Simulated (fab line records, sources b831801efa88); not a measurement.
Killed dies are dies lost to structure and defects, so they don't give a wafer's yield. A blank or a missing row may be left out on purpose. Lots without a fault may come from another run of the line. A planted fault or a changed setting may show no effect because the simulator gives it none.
Problem report in the 8D (eight disciplines) form, filled by code | flow gf180mcu | the parts of the form that need people (team, actions taken, sign-off) are left out

1. THE PROBLEM
HV_LDD_2_TW at GF_HV_LDD_TW_MEAS_23 reads a mean of 956 on 6 wafers of 2 lots; wafers without a fault read 1066 with a standard deviation of 5.9. That is -19 standard deviations from the usual mean.
First seen on wafer L924.2, day 15 12:28, on film_metro-03. The record holds 42 wafers of 14 lots with a number at this step. Rule for "out", or "out of limits": more than 4 standard deviations from the usual mean. The other wafers with a number count as sound.

2. WHAT IT IS AND WHAT IT IS NOT
question                    | is                           | is not
which readings at this step | HV_LDD_2_TW                  | -
which lots                  | L924, L925                   | L909, L910, L911, L913, L916, L917, L918, L919, L920, L921, L922, L929
which wafers of those lots  | all that have a number       | -
read on which gauges        | film_metro-01, film_metro-03 | film_metro-02
when                        | from day 15 12:28            | up to then (33 sound wafers); but 3 sound wafers of L929 came after

3. SUSPECTS, AND WHAT RULES EACH OUT
Counting: a tool at a process step up to the reading stays a suspect if it ran every lot that is out and no sound lot after the first of them.
- the gauge at GF_HV_LDD_TW_MEAS_23: ruled out. The wafers that are out were read on 2 gauges (film_metro-01, film_metro-03).
- implanter-02 at GF_HV_LDD_IMPLANT_21: kept. It ran every lot that is out, first L924 (day 15 12:13), and no sound lot after that; its last sound lot up to then is L922 (day 14 18:45). Its own readings are out on those wafers: beam_energy_keV.
Left after counting: implanter-02 at GF_HV_LDD_IMPLANT_21.

4. THE CAUSE (what the simulator had put in)
Process parameter drift: implanter-02, from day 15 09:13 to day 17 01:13, at GF_HV_LDD_IMPLANT_21. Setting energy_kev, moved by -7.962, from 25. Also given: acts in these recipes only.
Counting left only this tool.

5. THE CHAIN OF EFFECTS, in route order
Each row: a reading whose mean over the struck wafers that have a number lies more than 3 standard deviations from the usual. Only readings for which the record gives a usual standard deviation are gone through. hours: the time from each lot's start at the first step in this table that gives one to its start at this step, as a median over the lots. sigmas: the change in usual standard deviations.
hours | step                 | reading         | usual  | on struck wafers | change | sigmas
0     | GF_HV_LDD_IMPLANT_21 | beam_energy_keV | 24.999 | 17.041           | -7.958 | -99 or more
0     | GF_HV_LDD_TW_MEAS_23 | HV_LDD_2_TW     | 1066   | 956              | -110   | -19
The process steps in it:
- GF_HV_LDD_IMPLANT_21
Later measuring or inspecting steps at which every struck wafer that the step has a row for has a number for every such reading, and none has moved that far: GF_HV_LDD_CD_MEAS_31.

6. WHAT WOULD HAVE CAUGHT IT SOONER
In this record the first reading out of limits at a measuring or inspecting step was taken at day 15 12:28, 3 hours after the fault began at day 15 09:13.
The tool's own readings at GF_HV_LDD_IMPLANT_21 were out on every struck wafer that the step has a row for (beam_energy_keV): an alarm limit on them would have fired on the first of those.
Of the lots that are out (2), L925 began GF_HV_LDD_IMPLANT_21 on implanter-02 after day 15 12:28. A hold on the tool at that time would have spared it.
